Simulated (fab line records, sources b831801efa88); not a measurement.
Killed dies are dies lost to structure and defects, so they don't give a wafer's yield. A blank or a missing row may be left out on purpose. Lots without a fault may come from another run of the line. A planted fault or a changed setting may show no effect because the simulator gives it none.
fab line records | flow sky130
record lots=6 wafers=18 last_day=50
route steps=708 shown VIA4@652 METAL5@661 PASSIVATION@681 PAD_OPEN@708
lots that met no fault: from a run of the same line without faults
start_h: hours from the record's first day to the start of the lot's first wafer shown | wait_h: hours since the lot's step before | " the same as in the row above | L1.1+2: a row that stands for several wafers | - no value, or no start given | * or withheld: withheld | < > ~ a bound
route shown NAME@n: a module of which the file shows steps, and the number in the route of the first | usual: mean/standard deviation of fault-free wafers | same: alike in all rows | chamber/n: place in a boat | sites: the reading at each site | _std_site: their standard deviation | _edge_site: outer sites' mean less inner sites' | radius_mm: how far each site lies from the wafer's centre | mask NAME#n: copy n | behind: the tool/chamber that last shaped the wafer | hold: why the lot was held/for how many hours/how that ended | device: the transistor (n, p or np) that didn't switch | end of line: the same wafers' tests at the end of the route | a step without rows: its recipe alone | killed: dies lost to structure and defects at the first sort, not the wafer's yield | map: a wafer's dies, x killed, . not, _ none there
set.NAME: the setting as run; set.NAME@STEP: as run at that earlier step | model.NAME: the simulator's own value behind a step, which no gauge read
lots at some steps of the route; a table a step, a row a wafer
services: from which hour (start_h, from the record's first day; less than 0 if before it) a tool's chamber was out of use, for how many hours, and why
## steps
# step SKY_VIA4_STRIP_13
# recipe chemistry=O2/N2 power_w=1400 pressure_mtorr=1500 platen_temp_c=withheld o2_flow_sccm=3000 n2_flow_sccm=300 overash_fraction=0.5
# usual drypump_motor_current_A=5.8/0.64 oes_product_au=0.709/0.0045 strip_time_to_endpoint_s=12.802/0.03
# columns lot.wafer tool chamber start_h wait_h drypump_motor_current_A oes_product_au rf_hours_counter_h strip_time_to_endpoint_s
L852.2 plasma_asher-02 1 996.81 - 5.3 0.712 123 12.761
L852.3 " 0 " " 6.8 0.704 - 12.803
L852.4 " 1 " " 5.3 0.707 - 12.825
L854.2 plasma_asher-01 0 1031.42 - 5.3 0.701 81 12.799
L854.3 " 1 " " 5.6 0.705 - 12.827
L854.6 " 1 " " 5.6 0.706 - 12.842
L861.2 plasma_asher-02 1 1101.67 - 5.3 0.707 4 12.806
L861.3 " 1 " " 5.3 0.707 - 12.828
L861.6 " 0 " " 6.7 0.707 - 12.799
L859.2 plasma_asher-01 1 1102.41 - 5.6 0.707 88 12.801
L859.5 " 0 " " 5.3 0.717 - 12.788
L859.6 " 1 " " 5.6 0.713 - 12.762
L871.1 plasma_asher-03 1 1116.62 - 4.9 0.719 71 12.804
L871.3 " 0 " " 5.8 0.703 - 12.830
L871.4 " 1 " " 4.9 0.714 - 12.806
L875.1 plasma_asher-01 1 1140.41 - 5.6 0.718 91 12.804
L875.2 " 0 " " 5.3 0.716 91 12.803
L875.5 " 0 " " 5.3 0.710 - 12.806
# step SKY_VIA4_STRIP_14
# recipe chemistry=post_etch_residue_remover time_s=1200 temp_c=72.5
# step SKY_VIA4_CLEAN_15
# recipe chemistry=IPA time_s=180 temp_c=25
# step SKY_VIA4_CLEAN_16
# recipe chemistry=O3/DIW dry=n2_spin
# step SKY_VIA4_SPUTTER_17
# recipe material=TiN target_thk_nm=20 chamber_pressure_pa=5 power_w=4000 time_s=80
# step SKY_VIA4_CVD_18
# recipe material=W target_thk_nm=505 time_s=152.14 temp_c=400 pressure_torr=40
# step SKY_VIA4_RS_MEAS_19
# recipe thk_meas_gauge=four-point-probe reads=W_of_VIA4_CVD_18+TiN_of_VIA4_SPUTTER_17
# usual VIA4_W_RS=0.226/0.0035
# columns lot.wafer tool chamber start_h wait_h VIA4_W_RS[ohm/sq]
L852.2 film_metro-02 - 997.66 0.1 0.228
L852.3 " - " " 0.226
L852.4 " - " " 0.222
L854.2 film_metro-02 - 1032.25 0.1 0.227
L854.3 " - " " 0.226
L854.6 " - " " 0.226
L861.2 film_metro-03 - 1102.51 0.1 0.229
L861.3 " - " " 0.227
L861.6 " - " " 0.222
L859.2 film_metro-01 - 1103.41 0.3 0.225
L859.5 " - " " 0.225
L859.6 " - " " 0.229
L871.1 film_metro-01 - 1117.43 0.1 0.230
L871.3 " - " " 0.227
L871.4 " - " " 0.222
L875.1 film_metro-03 - 1141.30 0.1 0.228
L875.2 " - " " 0.230
L875.5 " - " " 0.224
# step SKY_VIA4_THK_MEAS_20
# recipe thk_meas_gauge=xrf reads=W_of_VIA4_CVD_18
# usual VIA4_W_THK=499/9.6
# columns lot.wafer tool chamber start_h wait_h VIA4_W_THK[nm]
L852.2 film_metro-02 - 997.77 0.1 499
L852.3 " - " " 498
L852.4 " - " " 508
L854.2 film_metro-02 - 1032.36 0.1 501
L854.3 " - " " 502
L854.6 " - " " 500
L861.2 film_metro-03 - 1102.62 0.1 499
L861.3 " - " " 504
L861.6 " - " " 515
L859.2 film_metro-01 - 1103.52 0.1 496
L859.5 " - " " 495
L859.6 " - " " 485
L871.1 film_metro-01 - 1117.55 0.1 486
L871.3 " - " " 492
L871.4 " - " " 502
L875.1 film_metro-03 - 1141.42 0.1 500
L875.2 " - " " 498
L875.5 " - " " 508
# step SKY_VIA4_CMP_21
# recipe stop_on=SiO2 t_overpolish_s=25 down_force_psi=3.5 platen_rpm=60 target_thk_nm=0 pad_velocity_m_s=0.94248
# step SKY_METAL5_SPUTTER_00
# recipe material=Ti target_thk_nm=15 power_w=3000 time_s=10 chamber_pressure_pa=0.4
# usual throttle_valve_pct=30.1/1.1
# columns lot.wafer tool chamber start_h wait_h throttle_valve_pct
L852.2 pvd_sputter-01 - 998.12 0.2 30.4
L852.3 " - " " 28.7
L852.4 " - " " 28.8
L854.2 pvd_sputter-01 - 1032.71 0.2 28.8
L854.3 " - " " 28.5
L854.6 " - " " 30.7
L861.2 pvd_sputter-03 - 1103.09 0.1 31.5
L861.3 " - " " 32.1
L861.6 " - " " 30.0
L859.2 pvd_sputter-03 - 1103.87 0.1 31.5
L859.5 " - " " 31.2
L859.6 " - " " 29.7
L871.1 pvd_sputter-04 - 1117.91 0.2 29.0
L871.3 " - " " 30.5
L871.4 " - " " 30.7
L875.1 pvd_sputter-04 - 1141.83 0.2 30.3
L875.2 " - " " 29.6
L875.5 " - " " 30.0
# step SKY_METAL5_SPUTTER_01
# recipe material=TiN target_thk_nm=20 power_w=6500 time_s=16.7 chamber_pressure_pa=0.4
# usual throttle_valve_pct=30.2/1.1
# columns lot.wafer tool chamber start_h wait_h throttle_valve_pct
L852.2 pvd_sputter-01 - 998.15 0.0 30.5
L852.3 " - " " 28.7
L852.4 " - " " 28.9
L854.2 pvd_sputter-01 - 1032.73 0.0 28.9
L854.3 " - " " 28.9
L854.6 " - " " 30.6
L861.2 pvd_sputter-03 - 1103.11 0.0 31.7
L861.3 " - " " 31.8
L861.6 " - " " 29.8
L859.2 pvd_sputter-03 - 1103.90 0.0 31.3
L859.5 " - " " 31.3
L859.6 " - " " 29.9
L871.1 pvd_sputter-04 - 1117.94 0.0 28.8
L871.3 " - " " 30.7
L871.4 " - " " 30.6
L875.1 pvd_sputter-04 - 1141.86 0.0 30.6
L875.2 " - " " 30.0
L875.5 " - " " 30.1
# step SKY_METAL5_SPUTTER_02
# recipe material=AlCu target_thk_nm=1150 power_w=10600 time_s=61.2 chamber_pressure_pa=0.4
# step SKY_METAL5_SPUTTER_03
# recipe material=Ti target_thk_nm=5 power_w=3000 time_s=3.3 chamber_pressure_pa=0.4
# usual throttle_valve_pct=30.1/1
# columns lot.wafer tool chamber start_h wait_h throttle_valve_pct
L852.2 pvd_sputter-01 - 998.22 0.0 30.4
L852.3 " - " " 29.0
L852.4 " - " " 28.7
L854.2 pvd_sputter-01 - 1032.81 0.0 28.8
L854.3 " - " " 28.8
L854.6 " - " " 30.7
L861.2 pvd_sputter-03 - 1103.19 0.0 31.5
L861.3 " - " " 32.1
L861.6 " - " " 30.0
L859.2 pvd_sputter-03 - 1103.97 0.0 31.4
L859.5 " - " " 31.3
L859.6 " - " " 29.8
L871.1 pvd_sputter-04 - 1118.01 0.0 28.6
L871.3 " - " " 30.6
L871.4 " - " " 30.6
L875.1 pvd_sputter-04 - 1141.93 0.0 30.6
L875.2 " - " " 30.0
L875.5 " - " " 30.0
# step SKY_METAL5_SPUTTER_04
# recipe material=TiN target_thk_nm=70 power_w=6500 time_s=58.3 chamber_pressure_pa=0.4
# step SKY_METAL5_RS_MEAS_05
# recipe thk_meas_gauge=four-point-probe reads=TiN_of_METAL5_SPUTTER_04+Ti_of_METAL5_SPUTTER_03+AlCu_of_METAL5_SPUTTER_02+TiN_of_METAL5_SPUTTER_01+Ti_of_METAL5_SPUTTER_00
# usual METAL5_ALCU_RS=0.0271/0.00041
# columns lot.wafer tool chamber start_h wait_h METAL5_ALCU_RS[ohm/sq]
L852.2 film_metro-01 - 998.31 0.0 0.0272
L852.3 " - " " 0.0268
L852.4 " - " " 0.0272
L854.2 film_metro-01 - 1032.90 0.0 0.0276
L854.3 " - " " 0.0273
L854.6 " - " " 0.0276
L861.2 film_metro-04 - 1103.28 0.0 0.0272
L861.3 " - " " 0.0280
L861.6 " - " " 0.0274
L859.2 film_metro-03 - 1104.06 0.0 0.0272
L859.5 " - " " 0.0273
L859.6 " - " " 0.0275
L871.1 film_metro-03 - 1118.08 0.0 0.0266
L871.3 " - " " 0.0272
L871.4 " - " " 0.0269
L875.1 film_metro-03 - 1142.00 0.0 0.0273
L875.2 " - " " 0.0267
L875.5 " - " " 0.0269
# step SKY_METAL5_THK_MEAS_06
# recipe thk_meas_gauge=xrf reads=AlCu_of_METAL5_SPUTTER_02
# usual METAL5_ALCU_THK=1114/18
# columns lot.wafer tool chamber start_h wait_h METAL5_ALCU_THK[nm]
L852.2 film_metro-01 - 998.42 0.1 1122
L852.3 " - " " 1128
L852.4 " - " " 1114
L854.2 film_metro-01 - 1033.01 0.1 1097
L854.3 " - " " 1106
L854.6 " - " " 1093
L861.2 film_metro-04 - 1103.39 0.1 1105
L861.3 " - " " 1081
L861.6 " - " " 1107
L859.2 film_metro-03 - 1104.17 0.1 1106
L859.5 " - " " 1093
L859.6 " - " " 1091
L871.1 film_metro-03 - 1118.20 0.1 1126
L871.3 " - " " 1118
L871.4 " - " " 1123
L875.1 film_metro-03 - 1142.12 0.1 1123
L875.2 " - " " 1144
L875.5 " - " " 1134
# step SKY_METAL5_DEHYDRATE_07
# recipe temp_c=200 time_s=60
# step SKY_METAL5_HMDS_08
# recipe prime_time_s=60 prime_temp_c=120
# step SKY_METAL5_COAT_09
# recipe resist=NOVOLAK spin_rpm=3000 resist_thk_nm=1800
# step SKY_METAL5_SOFTBAKE_10
# recipe temp_c=90 time_s=60 resist=NOVOLAK
# step SKY_METAL5_EXPOSE_11
# recipe mask_id=MM5 na=0.6 source_shape=conventional sigma_outer=0.6 polarization=unpolarized target_cd_nm=1600 dose_mj=190
# step SKY_METAL5_PEB_12
# recipe temp_c=withheld time_s=* resist=NOVOLAK
# step SKY_METAL5_DEVELOP_13
# recipe resist=NOVOLAK developer=TMAH develop_time_s=60 dev_temp_c=23
# step SKY_METAL5_DESCUM_14
# recipe chemistry=O2 source_power_w=150 bias_power_w=0 pressure_mtorr=10 temp_c=40 time_s=11
# step SKY_METAL5_METAL_ETCH_15
# recipe target_depth_a=12600 stop_on=SiO2 over_etch_frac=0.2 time_s=252 chemistry=Cl2/BCl3 resist_sidewall_deg=86 pressure_mtorr=10 icp_w=900 bias_w=48.5 Cl2_flow_sccm=60 bcl3_flow_sccm=30
# step SKY_METAL5_STRIP_16
# recipe chemistry=O2/N2 power_w=1400 pressure_mtorr=1500 platen_temp_c=withheld o2_flow_sccm=3000 n2_flow_sccm=300 overash_fraction=0.5
# step SKY_METAL5_STRIP_17
# recipe chemistry=post_etch_residue_remover time_s=1200 temp_c=72.5
# step SKY_METAL5_CLEAN_18
# recipe chemistry=IPA time_s=180 temp_c=25
# step SKY_METAL5_CLEAN_19
# recipe chemistry=O3/DIW dry=n2_spin
# step SKY_PASSIVATION_CVD_00
# recipe material=SiO2 target_thk_nm=90 temp_c=400 time_s=withheld rf_w=600
# step SKY_PASSIVATION_THK_MEAS_01
# recipe reads=SiO2_of_PASSIVATION_CVD_00
# usual PASSIVATION_CVD_00_THK=89.4/1.3
# columns lot.wafer tool chamber start_h wait_h PASSIVATION_CVD_00_THK[nm]
L852.2 film_metro-04 - 1021.43 - 89.1
L852.3 " - " " 90.0
L852.4 " - " " 91.0
L854.2 film_metro-02 - 1054.97 - 86.9
L854.3 " - " " 88.6
L854.6 " - " " 89.4
L861.2 film_metro-04 - 1124.09 - 88.6
L861.3 " - " " 88.6
L861.6 " - " " 88.6
L859.2 film_metro-02 - 1124.48 - 89.2
L859.5 " - " " 92.1
L859.6 " - " " 91.5
L871.1 film_metro-02 - 1138.94 - 87.4
L871.3 " - " " 89.6
L871.4 " - " " 88.3
L875.1 film_metro-02 - 1163.91 - 88.6
L875.2 " - " " 88.4
L875.5 " - " " 89.7
# step SKY_PASSIVATION_CVD_02
# recipe material=Si3N4 target_thk_nm=540 temp_c=400 time_s=withheld rf_w=450
# step SKY_PASSIVATION_THK_MEAS_03
# recipe reads=Si3N4_of_PASSIVATION_CVD_02
# usual PASSIVATION_CVD_02_THK=542/7.7
# columns lot.wafer tool chamber start_h wait_h PASSIVATION_CVD_02_THK[nm]
L852.2 film_metro-04 - 1021.72 - 543
L852.3 " - " " 543
L852.4 " - " " 538
L854.2 film_metro-04 - 1055.26 - 546
L854.3 " - " " 545
L854.6 " - " " 553
L861.2 film_metro-04 - 1124.37 - 542
L861.3 " - " " 542
L861.6 " - " " 542
L859.2 film_metro-02 - 1124.76 - 528
L859.5 " - " " 549
L859.6 " - " " 546
L871.1 film_metro-04 - 1139.23 - 539
L871.3 " - " " 538
L871.4 " - " " 551
L875.1 film_metro-04 - 1164.19 - 541
L875.2 " - " " 534
L875.5 " - " " 543
# step SKY_PASSIVATION_DEHYDRATE_04
# recipe temp_c=200 time_s=60
# step SKY_PASSIVATION_HMDS_05
# recipe prime_time_s=60 prime_temp_c=120
# step SKY_PASSIVATION_COAT_06
# recipe spin_rpm=2000 resist_thk_nm=3000
# step SKY_PASSIVATION_SOFTBAKE_07
# recipe temp_c=110 time_s=withheld
# step SKY_PASSIVATION_EXPOSE_08
# recipe mask_id=NSM target_cd_nm=3000 na=0.57 dose_mj=260
# step SKY_PASSIVATION_PEB_09
# recipe temp_c=115 time_s=withheld
# step SKY_PASSIVATION_DEVELOP_10
# recipe develop_time_s=60 dev_temp_c=23
# step SKY_PASSIVATION_ETCH_11
# recipe chemistry=CF4/O2 target_depth_nm=725 stop_on=AlCu source_w=800 bias_w=150 pressure_mtorr=150 cf4_flow_sccm=80 O2_flow_sccm=10 time_s=161.1
# usual drypump_motor_current_A=5.7/0.36 oes_product_au=0.978/0.0073 throttle_valve_pct=5.964/0.01
# columns lot.wafer tool chamber start_h wait_h drypump_motor_current_A oes_product_au rf_hours_counter_h throttle_valve_pct
L852.2 rie_diel-04 3 1044.66 - 5.7 0.984 17 5.973
L852.3 " 2 " " 6.1 0.985 23 5.965
L852.4 " 0 " " 5.4 0.980 18 5.969
L854.2 rie_diel-02 3 1076.26 - 5.1 0.982 13 5.955
L854.3 " 2 " " 6.4 0.976 9 5.971
L854.6 " 1 " " 5.6 0.976 - 5.949
L861.2 rie_diel-04 3 1144.51 - 5.7 0.977 21 5.954
L861.3 " 1 " " 5.2 0.975 8 5.970
L861.6 " 2 " " 6.1 0.985 - 5.957
L859.2 rie_diel-04 3 1145.14 - 5.7 0.981 21 5.963
L859.5 " 1 " " 5.2 0.980 - 5.973
L859.6 " 2 " " 6.1 0.987 - 5.974
L871.1 rie_diel-03 0 1159.46 - 5.9 0.973 15 5.961
L871.3 " 3 " " 5.4 0.982 16 5.946
L871.4 " 1 " " 5.5 0.989 23 5.962
L875.1 rie_diel-02 1 1181.76 - 5.6 0.975 20 5.964
L875.2 " 3 " " 5.1 0.973 16 5.953
L875.5 " 2 " " 6.4 0.983 - 5.960
# step SKY_PASSIVATION_STRIP_12
# recipe chemistry=O2/N2 power_w=1400 pressure_mtorr=1500 platen_temp_c=withheld overash_fraction=0.7 o2_flow_sccm=3000 n2_flow_sccm=300
# usual drypump_motor_current_A=5.6/0.49 oes_product_au=0.661/0.0042 strip_time_to_endpoint_s=31.52/0.15
# columns lot.wafer tool chamber start_h wait_h drypump_motor_current_A oes_product_au rf_hours_counter_h strip_time_to_endpoint_s
L852.2 plasma_asher-01 0 1044.76 0.1 5.3 0.660 82 31.25
L852.3 " 1 " " 5.6 0.658 - 31.43
L852.4 " 0 " " 5.3 0.662 - 31.52
L854.2 plasma_asher-04 1 1076.36 0.1 6.5 0.663 35 31.36
L854.3 " 1 " " 6.5 0.663 - 31.72
L854.6 " 1 " " 6.5 0.659 - 31.62
L861.2 plasma_asher-01 1 1144.62 0.1 5.6 0.657 91 31.35
L861.3 " 0 " " 5.3 0.667 - 31.57
L861.6 " 1 " " 5.6 0.656 - 31.44
L859.2 plasma_asher-01 0 1145.25 0.1 5.3 0.667 91 31.45
L859.5 " 1 " " 5.6 0.665 - 31.66
L859.6 " 0 " " 5.3 0.665 - 31.58
L871.1 plasma_asher-01 1 1159.56 0.1 5.6 0.662 93 31.57
L871.3 " 1 " " 5.6 0.656 - 31.41
L871.4 " 0 " " 5.3 0.657 - 31.36
L875.1 plasma_asher-04 0 1181.86 0.1 5.2 0.662 45 31.45
L875.2 " 1 " " 6.5 0.658 45 31.37
L875.5 " 1 " " 6.5 0.657 - 31.26
# step SKY_PAD_OPEN_PROBE_99
# usual defect_limited_yield=82.8/2 killed_at_M0_to_M3=42/7.3 killed_at_M4_up=3.4/2 killed_at_contacts=24/5.8 killed_at_front_end=15/4.6 killed_at_other=0.3/0.62 killed_dies=84/9.8 killed_on_rim=16/3.8 killed_open=47/6.9 killed_short=38/6.3 sort_bin_3_pad_short=0.8/0.38 sort_bin_5_function=10.2/1.5 sort_bin_6_memory=6.2/1.1 sort_n_pass=408/9.8 sort_yield_pct=82.8/2
# same gross_dies=492 killed_at_back_side=0 sort_bin_4_leakage[%]=0 sort_bin_8_speed[%]=0
# columns lot.wafer tool chamber start_h wait_h defect_limited_yield[%] killed_at_M0_to_M3 killed_at_M4_up killed_at_contacts killed_at_front_end killed_at_other killed_dies killed_on_rim killed_open killed_short sort_bin_3_pad_short[%] sort_bin_5_function[%] sort_bin_6_memory[%] sort_n_pass sort_yield_pct[%] model.etest.tester.sort_n_pass model.etest.tester.sort_yield_pct model.etest.tester.sort_bin_5_pct model.etest.tester.sort_bin_3_pct
L852.2 prober-01 - 1067.81 0.1 83.1 39 4 22 18 0 83 15 39 44 0.6 10.4 5.9 409 83.1 409 83.13 10.37 0.6098
L852.3 prober-01 - 1067.86 0.2 83.5 35 0 34 12 0 81 14 41 40 0.4 10.6 5.5 411 83.5 411 83.54 10.57 0.4065
L852.4 prober-01 - 1067.91 0.2 83.1 41 6 19 16 1 83 11 47 36 1.6 10.0 5.3 409 83.1 409 83.13 9.959 1.626
L854.2 prober-02 - 1098.96 0.1 82.1 59 4 17 8 0 88 18 48 40 0.8 10.2 6.9 404 82.1 404 82.11 10.16 0.813
L854.3 prober-02 - 1099.01 0.2 84.1 41 6 22 9 0 78 14 43 35 1.2 7.7 6.9 414 84.1 414 84.15 7.724 1.22
L854.6 prober-02 - 1099.16 0.2 86.4 33 2 17 15 0 67 17 39 28 0.8 8.3 4.5 425 86.4 425 86.38 8.333 0.813
L861.2 prober-01 - 1167.42 0.1 84.8 33 5 15 20 2 75 16 40 35 0.4 10.0 4.9 417 84.8 417 84.76 9.959 0.4065
L861.3 prober-01 - 1167.47 0.2 81.3 41 6 20 25 0 92 21 53 39 0.4 11.2 7.1 400 81.3 400 81.3 11.18 0.4065
L861.6 prober-01 - 1167.62 0.2 71.5 39 60 21 20 0 140 11 49 35 2.2 18.7 7.5 352 71.5 352 71.54 18.7 2.236
L859.2 prober-02 - 1168.25 0.1 83.9 42 2 13 22 0 79 16 52 27 0.2 9.6 6.3 413 83.9 413 83.94 9.553 0.2033
L859.5 prober-02 - 1168.40 0.2 82.1 46 2 17 23 0 88 22 48 40 1.2 9.6 7.1 404 82.1 404 82.11 9.553 1.22
L859.6 prober-02 - 1168.45 0.2 76.2 23 52 26 15 1 117 8 34 33 3.5 15.2 5.1 375 76.2 375 76.22 15.24 3.455
L871.1 prober-02 - 1180.43 0.1 83.9 42 3 24 10 0 79 17 44 35 1.0 9.3 5.7 413 83.9 413 83.94 9.35 1.016
L871.3 prober-02 - 1180.53 0.2 81.5 33 3 31 23 1 91 18 52 39 1.0 9.1 8.3 401 81.5 401 81.5 9.146 1.016
L871.4 prober-02 - 1180.58 0.2 81.7 42 3 29 15 1 90 19 48 42 0.8 11.8 5.7 402 81.7 402 81.71 11.79 0.813
L875.1 prober-02 - 1199.26 0.1 81.3 44 0 28 20 0 92 16 47 45 1.2 10.0 7.5 400 81.3 400 81.3 9.959 1.22
L875.2 prober-02 - 1199.31 0.1 84.1 40 2 28 8 0 78 20 47 31 0.6 10.2 5.1 414 84.1 414 84.15 10.16 0.6098
L875.5 prober-02 - 1199.46 0.2 76.0 47 4 41 25 1 118 16 63 55 1.4 14.0 8.5 374 76.0 374 76.02 14.02 1.423
# killed by level:class
L852.2 VIA1:geometric_particle:open=11 METAL1:geometric_particle:short=7 CONTACT:geometric_particle:open=6 LOCAL_INTERCONNECT:geometric_particle:short=5 POLY_GATE:geometric_particle:short=5 CONTACT:geometric_particle:short=5 VIA1:geometric_particle:short=5 METAL2:geometric_particle:short=5
L852.3 CONTACT:geometric_particle:open=9 LI_CONTACT:geometric_particle:open=8 CONTACT:geometric_particle:short=7 METAL2:geometric_particle:short=6 VIA2:geometric_particle:open=6 LOCAL_INTERCONNECT:geometric_particle:short=5 VIA3:geometric_particle:open=5 VIA1:geometric_particle:short=5
L852.4 VIA1:geometric_particle:open=10 CONTACT:geometric_particle:open=7 LI_CONTACT:geometric_particle:open=6 METAL1:geometric_particle:short=6 VIA2:geometric_particle:open=5 POLY_GATE:geometric_particle:short=5 VIA3:geometric_particle:open=5 POLY_GATE:geometric_particle:open=4
L854.2 VIA1:geometric_particle:open=17 METAL2:geometric_particle:short=8 VIA2:geometric_particle:open=7 CONTACT:geometric_particle:open=6 VIA1:geometric_particle:short=6 VIA3:geometric_particle:open=6 FIELD_ISO:geometric_particle:open=5 LI_CONTACT:geometric_particle:open=5
L854.3 CONTACT:geometric_particle:open=10 VIA1:geometric_particle:open=9 VIA2:geometric_particle:open=8 METAL2:geometric_particle:short=7 LI_CONTACT:geometric_particle:open=4 LOCAL_INTERCONNECT:geometric_particle:short=4 METAL4:geometric_particle:short=4 VIA2:geometric_particle:short=4
L854.6 VIA1:geometric_particle:open=10 FIELD_ISO:geometric_particle:short=5 CONTACT:geometric_particle:short=5 VIA2:geometric_particle:open=5 FIELD_ISO:geometric_particle:open=4 POLY_GATE:geometric_particle:open=4 LI_CONTACT:geometric_particle:open=4 METAL2:geometric_particle:short=4
L861.2 CONTACT:geometric_particle:open=7 VIA1:geometric_particle:open=7 POLY_GATE:geometric_particle:short=6 POLY_GATE:geometric_particle:open=6 VIA2:geometric_particle:open=4 VIA1:geometric_particle:short=4 METAL2:geometric_particle:short=4 VIA3:geometric_particle:open=4
L861.3 POLY_GATE:geometric_particle:open=11 VIA1:geometric_particle:open=11 METAL1:geometric_particle:short=8 VIA2:geometric_particle:open=7 POLY_GATE:geometric_particle:short=5 CONTACT:geometric_particle:open=5 FIELD_ISO:geometric_particle:open=4 LI_CONTACT:geometric_particle:open=4
L861.6 METAL5:unspecified=56 VIA1:geometric_particle:open=14 LI_CONTACT:geometric_particle:open=9 POLY_GATE:geometric_particle:short=6 POLY_GATE:geometric_particle:open=6 VIA2:geometric_particle:open=6 FIELD_ISO:geometric_particle:short=5 LOCAL_INTERCONNECT:geometric_particle:short=4
L859.2 VIA1:geometric_particle:open=19 VIA3:geometric_particle:open=7 FIELD_ISO:geometric_particle:short=5 SPACER:geometric_particle:open=5 CONTACT:geometric_particle:open=5 FIELD_ISO:geometric_particle:open=4 POLY_GATE:geometric_particle:open=4 METAL1:geometric_particle:short=4
L859.5 VIA1:geometric_particle:open=14 CONTACT:geometric_particle:open=7 FIELD_ISO:geometric_particle:open=6 VIA3:geometric_particle:open=6 VIA1:geometric_particle:short=6 METAL2:geometric_particle:short=5 VIA2:geometric_particle:short=5 POLY_GATE:geometric_particle:short=4
L859.6 METAL5:unspecified=50 CONTACT:geometric_particle:open=9 LI_CONTACT:geometric_particle:open=7 LOCAL_INTERCONNECT:geometric_particle:short=5 FIELD_ISO:geometric_particle:short=4 VIA1:geometric_particle:open=4 METAL1:geometric_particle:short=4 FIELD_ISO:geometric_particle:open=3
L871.1 VIA1:geometric_particle:open=11 LI_CONTACT:geometric_particle:open=9 METAL1:geometric_particle:short=8 CONTACT:geometric_particle:open=6 CONTACT:geometric_particle:short=6 VIA2:geometric_particle:open=6 VIA1:geometric_particle:short=5 POLY_GATE:geometric_particle:open=4
L871.3 VIA1:geometric_particle:open=13 CONTACT:geometric_particle:open=11 POLY_GATE:geometric_particle:short=9 LI_CONTACT:geometric_particle:open=7 POLY_GATE:geometric_particle:open=6 LOCAL_INTERCONNECT:geometric_particle:short=5 CONTACT:geometric_particle:short=5 VIA2:geometric_particle:open=5
L871.4 VIA1:geometric_particle:open=11 LI_CONTACT:geometric_particle:open=10 CONTACT:geometric_particle:short=8 CONTACT:geometric_particle:open=7 POLY_GATE:geometric_particle:open=5 METAL2:geometric_particle:short=5 VIA3:geometric_particle:open=5 LI_CONTACT:geometric_particle:short=4
L875.1 VIA1:geometric_particle:open=10 CONTACT:geometric_particle:short=8 LI_CONTACT:geometric_particle:open=8 VIA1:geometric_particle:short=6 VIA2:geometric_particle:open=6 FIELD_ISO:geometric_particle:short=5 CONTACT:geometric_particle:open=5 VIA3:geometric_particle:open=5
L875.2 VIA1:geometric_particle:open=13 CONTACT:geometric_particle:open=11 LI_CONTACT:geometric_particle:open=7 LOCAL_INTERCONNECT:geometric_particle:short=6 VIA3:geometric_particle:open=5 VIA2:geometric_particle:open=5 METAL2:geometric_particle:short=4 POLY_GATE:geometric_particle:open=3
L875.5 CONTACT:geometric_particle:open=16 VIA1:geometric_particle:short=12 VIA1:geometric_particle:open=12 LI_CONTACT:geometric_particle:open=10 POLY_GATE:geometric_particle:short=7 CONTACT:geometric_particle:short=7 VIA2:geometric_particle:open=6 FIELD_ISO:geometric_particle:open=5
# map L859.6 (x killed, . not)
__________......xxx._________
________....x.....x..._______
______............xx...._____
_____.x...x.xx...........____
____.....x................___
___..................x.....__
__...........xxxx..........._
_....x..x......xx..x.x......x
_.....x.....xxxxxxx.xx.x.....
_..x......x.xxxxxxx.x.....x..
_..x.......xxxxxxxxxx........
_x..x.x.....xxxxxxxxx...xx...
_.x........x.xxxxxxxx.x.x....
_...x........xxxxxx.......x..
_...x..x..x...........x....x.
__..x.x.x..................._
___...x.x.x............x..x__
____....x....x......x.....___
_____....xx.x......x.x...____
______....xx..x........._____
________.......x..x..._______
__________.........._________
# map L861.6 (x killed, . not)
__________......x.xx_________
________........x..x.._______
______...........xx.x..._____
_____x..x.....x......x...____
____..x..xx..x....x..x.x..___
___.......x.x........x.xxx.__
__.....xx.x......xxxx......._
_...x.......xxxxx......x.....
_.x...x....xxxxxxxxxx.x......
_..xx.......xxxxxxxx.....xx..
_..x..x...xxxxxxxxxxx..x.x.x.
_x...x.xx..xxxxxxxx..........
_...x..x..x..xxxxxxxx........
_...x.....x..xxxx.x.......x..
_.......xx......x.x..........
__..xx..........x......x...._
___.....x......x....x......__
____..x......xx.....x.....___
_____x........xx.....xx..____
______.x..x.x...x..x...._____
________.......x..x..._______
__________.......xx._________
## services
# columns tool chamber start_h hours kind
plasma_asher-01 - 978.56 2.8 pm
pvd_sputter-03 - 995.95 31.0 repair
rie_diel-04 2 998.49 7.2 repair
pvd_sputter-04 - 1020.20 3.7 repair
rie_diel-04 2 1030.46 1.3 repair
rie_diel-02 0 1034.32 12.5 repair
rie_diel-02 3 1052.92 2.6 repair
rie_diel-04 2 1053.20 5.6 repair
plasma_asher-02 - 1055.25 9.0 pm
plasma_asher-04 - 1095.29 0.8 repair
rie_diel-04 1 1098.69 2.5 repair
plasma_asher-01 - 1104.97 3.2 repair
rie_diel-04 1 1105.97 5.7 repair
plasma_asher-04 - 1108.68 9.5 repair
pvd_sputter-01 - 1116.66 6.5 repair
plasma_asher-01 - 1128.05 3.1 repair
pvd_sputter-03 - 1154.19 2.2 repair
rie_diel-04 3 1156.26 2.0 repair
rie_diel-02 - 1157.98 0.3 repair
rie_diel-02 3 1163.56 5.3 repair
rie_diel-04 - 1172.43 0.6 repair
plasma_asher-01 - 1173.60 0.9 repair
pvd_sputter-03 - 1173.60 3.3 repair
rie_diel-04 - 1175.48 2.8 pm
## key
first_sign step=SKY_PAD_OPEN_PROBE_99 reading=killed_at_M4_up direction=up sigmas=26 usual=3.4 struck=56
effect step=SKY_PAD_OPEN_PROBE_99 reading=sort_bin_3_pad_short direction=up sigmas=5.3 usual=0.8 struck=2.8
model_effect step=SKY_PAD_OPEN_PROBE_99 value=etest.tester.sort_n_pass without=412 struck=363.5
met_at SKY_METAL5_SPUTTER_03
struck_wafers L859.6,L861.6
fault kind=chamber_particle_source tool=pvd_sputter-03 chamber=- onset_h=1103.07 steps=SKY_METAL5_SPUTTER_03 rate_per_visit_cm2=0.923 end_h=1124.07 scope=struck_wafers_only
